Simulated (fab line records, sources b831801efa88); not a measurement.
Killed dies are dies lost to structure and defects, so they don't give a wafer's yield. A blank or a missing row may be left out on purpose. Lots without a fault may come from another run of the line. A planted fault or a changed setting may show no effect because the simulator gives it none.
fab line records | flow sky130
record lots=6 wafers=18 last_day=50
route steps=708 shown VT_ADJUST_LVTN@110 VT_ADJUST_NCORE@119 PAD_OPEN@708
lots that met no fault: from a run of the same line without faults
start_h: hours from the record's first day to the start of the lot's first wafer shown | wait_h: hours since the lot's step before | " the same as in the row above | L1.1+2: a row that stands for several wafers | - no value, or no start given | * or withheld: withheld | < > ~ a bound
route shown NAME@n: a module of which the file shows steps, and the number in the route of the first | usual: mean/standard deviation of fault-free wafers | same: alike in all rows | chamber/n: place in a boat | sites: the reading at each site | _std_site: their standard deviation | _edge_site: outer sites' mean less inner sites' | radius_mm: how far each site lies from the wafer's centre | mask NAME#n: copy n | behind: the tool/chamber that last shaped the wafer | hold: why the lot was held/for how many hours/how that ended | device: the transistor (n, p or np) that didn't switch | end of line: the same wafers' tests at the end of the route | a step without rows: its recipe alone | killed: dies lost to structure and defects at the first sort, not the wafer's yield | map: a wafer's dies, x killed, . not, _ none there
set.NAME: the setting as run; set.NAME@STEP: as run at that earlier step | model.NAME: the simulator's own value behind a step, which no gauge read
lots at some steps of the route; a table a step, a row a wafer
services: from which hour (start_h, from the record's first day; less than 0 if before it) a tool's chamber was out of use, for how many hours, and why
## steps
# step SKY_VT_ADJUST_LVTN_COAT_13
# recipe resist=NOVOLAK spin_rpm=3000 resist_thk_nm=1140
# step SKY_VT_ADJUST_LVTN_SOFTBAKE_14
# recipe temp_c=90 time_s=60 resist=NOVOLAK
# step SKY_VT_ADJUST_LVTN_EXPOSE_15
# recipe mask_id=HVN_STD_DERIVED na=0.6 source_shape=conventional sigma_outer=0.6 polarization=unpolarized target_cd_nm=600 dose_mj=163
# step SKY_VT_ADJUST_LVTN_PEB_16
# recipe temp_c=withheld time_s=* resist=NOVOLAK
# step SKY_VT_ADJUST_LVTN_DEVELOP_17
# recipe resist=NOVOLAK developer=TMAH develop_time_s=60 dev_temp_c=23
# step SKY_VT_ADJUST_LVTN_OVL_MEAS_18
# usual VT_ADJUST_LVTN_01_OVL=0.2/1.3
# columns lot.wafer tool chamber start_h wait_h VT_ADJUST_LVTN_01_OVL[nm]
L573.1 overlay-01 - 179.33 0.1 -2.1
L573.3 " - " " -0.9
L573.6 " - " " -1.1
L582.2 overlay-01 - 242.30 0.1 -0.4
L582.3 " - " " 0.3
L582.5 " - " " -1.1
L583.2 overlay-01 - 244.65 0.1 1.2
L583.4 " - " " 1.6
L583.6 " - " " 0.7
L592.2 overlay-02 - 308.45 0.1 -1.3
L592.4 " - " " -2.8
L592.6 " - " " -0.4
L593.2 overlay-02 - 310.60 0.1 1.7
L593.3 " - " " 0.5
L593.4 " - " " 0.6
L594.1 overlay-01 - 316.55 0.1 0.5
L594.5 " - " " 0.9
L594.6 " - " " 0.0
# step SKY_VT_ADJUST_LVTN_IMPLANT_19
# recipe species=B energy_kev=30 dose_cm2=6.5e+11 tilt_deg=withheld
# step SKY_VT_ADJUST_LVTN_STRIP_20
# recipe chemistry=O2/N2 power_w=1400 pressure_mtorr=1500 platen_temp_c=withheld o2_flow_sccm=3000 n2_flow_sccm=300 overash_fraction=0.5
# usual drypump_motor_current_A=5.6/0.37 oes_product_au=0.716/0.0044 strip_time_to_endpoint_s=14.20/0.039
# columns lot.wafer tool chamber start_h wait_h drypump_motor_current_A oes_product_au rf_hours_counter_h strip_time_to_endpoint_s
L573.1 plasma_asher-02 0 179.52 0.1 5.6 0.721 50 14.19
L573.3 " 1 " " 5.8 0.717 - 14.24
L573.6 " 1 " " 5.8 0.721 - 14.24
L582.2 plasma_asher-03 0 242.48 0.1 5.1 0.715 45 14.21
L582.3 " 1 " " 6.0 0.716 - 14.22
L582.5 " 1 " " 6.0 0.723 - 14.15
L583.2 plasma_asher-03 0 244.83 0.1 5.1 0.708 46 14.28
L583.4 " 0 " " 5.0 0.710 - 14.26
L583.6 " 0 " " 5.0 0.712 - 14.24
L592.2 plasma_asher-03 1 308.63 0.1 6.0 0.716 53 14.21
L592.4 " 1 " " 6.0 0.716 - 14.23
L592.6 " 0 " " 5.0 0.717 - 14.17
L593.2 plasma_asher-02 1 310.78 0.1 5.8 0.714 66 14.20
L593.3 " 1 " " 5.8 0.713 - 14.24
L593.4 " 0 " " 5.6 0.714 - 14.19
L594.1 plasma_asher-02 1 316.74 0.1 5.8 0.715 66 14.18
L594.5 " 0 " " 5.6 0.714 - 14.15
L594.6 " 1 " " 5.8 0.719 - 14.17
# step SKY_VT_ADJUST_LVTN_TW_MEAS_21
# usual VT_ADJUST_LVTN_2_TW=189.7/2.9
# columns lot.wafer tool chamber start_h wait_h VT_ADJUST_LVTN_2_TW
L573.1 film_metro-03 - 179.62 0.1 192.7
L573.3 " - " " 191.2
L573.6 " - " " 191.4
L582.2 film_metro-03 - 242.59 0.1 190.7
L582.3 " - " " 192.2
L582.5 " - " " 191.1
L583.2 film_metro-04 - 244.94 0.1 191.9
L583.4 " - " " 191.9
L583.6 " - " " 190.9
L592.2 film_metro-02 - 308.74 0.1 185.2
L592.4 " - " " 184.7
L592.6 " - " " 184.7
L593.2 film_metro-02 - 310.89 0.1 183.8
L593.3 " - " " 184.3
L593.4 " - " " 183.6
L594.1 film_metro-03 - 316.84 0.1 189.6
L594.5 " - " " 190.8
L594.6 " - " " 190.8
# step SKY_VT_ADJUST_NCORE_DEHYDRATE_00
# recipe temp_c=200 time_s=60
# step SKY_VT_ADJUST_NCORE_HMDS_01
# recipe prime_time_s=60 prime_temp_c=120
# step SKY_VT_ADJUST_NCORE_COAT_02
# recipe resist=NOVOLAK spin_rpm=3000 resist_thk_nm=1140
# step SKY_VT_ADJUST_NCORE_SOFTBAKE_03
# recipe temp_c=90 time_s=60 resist=NOVOLAK
# usual chill_plate_temp_C=23.00/0.1 heater_power_total_W=56.60/0.048 plate_temp_C=90.01/0.11
# columns lot.wafer tool chamber start_h wait_h chill_plate_temp_C heater_power_total_W plate_temp_C
L573.1 litho_track-04 0 189.48 0.1 23.07 56.61 90.05
L573.3 " 0 " " 23.12 56.50 90.06
L573.6 " 0 " " 23.07 56.60 90.13
L582.2 litho_track-02 0 254.91 0.1 23.12 55.33 88.67
L582.3 " 0 " " 23.11 55.41 88.63
L582.5 " 0 " " 22.89 55.48 88.78
L583.2 litho_track-02 0 256.76 0.1 23.00 55.39 88.60
L583.4 " 0 " " 23.13 55.38 88.64
L583.6 " 0 " " 23.21 55.40 88.74
L592.2 litho_track-01 0 321.57 0.1 22.89 56.59 89.83
L592.4 " 0 " " 22.89 56.55 90.04
L592.6 " 0 " " 22.95 56.65 89.95
L593.2 litho_track-04 0 324.15 0.1 23.18 56.49 89.87
L593.3 " 0 " " 23.02 56.63 90.00
L593.4 " 0 " " 23.11 56.61 89.81
L594.1 litho_track-02 0 329.93 0.1 22.99 56.60 90.10
L594.5 " 0 " " 23.02 56.62 89.88
L594.6 " 0 " " 23.09 56.50 89.96
# step SKY_VT_ADJUST_NCORE_EXPOSE_04
# recipe mask_id=LVTN_COMPLEMENT_THIN na=0.6 source_shape=conventional sigma_outer=0.6 polarization=unpolarized target_cd_nm=380 dose_mj=139
# step SKY_PAD_OPEN_PROBE_99
# usual killed_at_M0_to_M3=43/7.5 killed_at_M4_up=3.2/1.9 killed_at_contacts=24/4.9 killed_at_front_end=15/4.3 killed_at_other=0.4/0.72 killed_dies=86/9.1 killed_open=47/6.5 killed_short=39/6.5
# same gross_dies=492 killed_at_back_side=0
# columns lot.wafer tool chamber start_h wait_h killed_at_M0_to_M3 killed_at_M4_up killed_at_contacts killed_at_front_end killed_at_other killed_dies killed_open killed_short
L582.2 prober-01 - 1155.61 0.1 28 3 28 19 0 78 43 33
L582.3 prober-01 - 1155.66 0.2 37 6 26 13 0 82 40 40
L582.5 prober-01 - 1155.76 0.2 42 2 18 7 0 69 41 28
L593.2 prober-02 - 1206.44 0.1 38 1 28 13 0 80 42 37
L593.3 prober-02 - 1206.49 0.2 29 2 36 10 1 78 42 35
L593.4 prober-02 - 1206.54 0.2 34 4 25 15 1 79 49 29
# killed by level:class
L582.2 CONTACT:geometric_particle:open=12 FIELD_ISO:geometric_particle:open=10 VIA2:geometric_particle:open=6 VIA3:geometric_particle:open=6 METAL1:geometric_particle:short=5 LI_CONTACT:geometric_particle:open=4 LOCAL_INTERCONNECT:geometric_particle:short=4 CONTACT:geometric_particle:short=4
L582.3 CONTACT:geometric_particle:open=8 VIA2:geometric_particle:open=7 METAL1:geometric_particle:short=5 VIA1:geometric_particle:open=5 VIA3:geometric_particle:open=5 METAL4:geometric_particle:short=5 FIELD_ISO:geometric_particle:open=4 LI_CONTACT:geometric_particle:short=4
L582.5 VIA1:geometric_particle:open=11 METAL1:geometric_particle:short=10 CONTACT:geometric_particle:open=9 VIA3:geometric_particle:open=8 LI_CONTACT:geometric_particle:open=5 VIA2:geometric_particle:open=5 FIELD_ISO:geometric_particle:short=3 VIA1:geometric_particle:short=3
L593.2 LI_CONTACT:geometric_particle:open=12 VIA1:geometric_particle:open=9 CONTACT:geometric_particle:open=5 VIA1:geometric_particle:short=5 VIA2:geometric_particle:short=5 FIELD_ISO:geometric_particle:short=4 METAL1:geometric_particle:open=4 VIA3:geometric_particle:open=4
L593.3 LI_CONTACT:geometric_particle:open=10 CONTACT:geometric_particle:open=7 CONTACT:geometric_particle:short=6 LOCAL_INTERCONNECT:geometric_particle:short=6 VIA2:geometric_particle:open=6 VIA3:geometric_particle:open=6 LI_CONTACT:geometric_particle:short=4 VIA1:geometric_particle:short=4
L593.4 VIA1:geometric_particle:open=11 LI_CONTACT:geometric_particle:open=8 CONTACT:geometric_particle:open=7 VIA2:geometric_particle:open=6 FIELD_ISO:geometric_particle:open=5 CONTACT:geometric_particle:short=5 FIELD_ISO:geometric_particle:short=4 VIA1:geometric_particle:short=4
## services
# columns tool chamber start_h hours kind
plasma_asher-02 - 294.22 3.1 repair
## key
first_sign step=SKY_VT_ADJUST_NCORE_SOFTBAKE_03 reading=heater_power_total_W direction=down sigmas=25 usual=* struck=*
effect step=SKY_VT_ADJUST_NCORE_SOFTBAKE_03 reading=plate_temp_C direction=down sigmas=12 usual=* struck=*
met_at SKY_VT_ADJUST_NCORE_SOFTBAKE_03
struck_wafers L582.2,L582.3,L582.5,L583.2,L583.4,L583.6
tester_left_out L582,L583
fault kind=process_parameter_drift tool=litho_track-02 chamber=- onset_h=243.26 steps=SKY_VT_ADJUST_NCORE_SOFTBAKE_03 channel=temp_c offset=* shape=step end_h=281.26 acts_in=* stated=*
# tester_left_out: of these lots the tester's yield and bins aren't shown, on N5 and GAA mostly nor the transistor test; their killed dies are dies lost to structure and defects alone, not to doping, threshold or leakage, so they don't give the yield
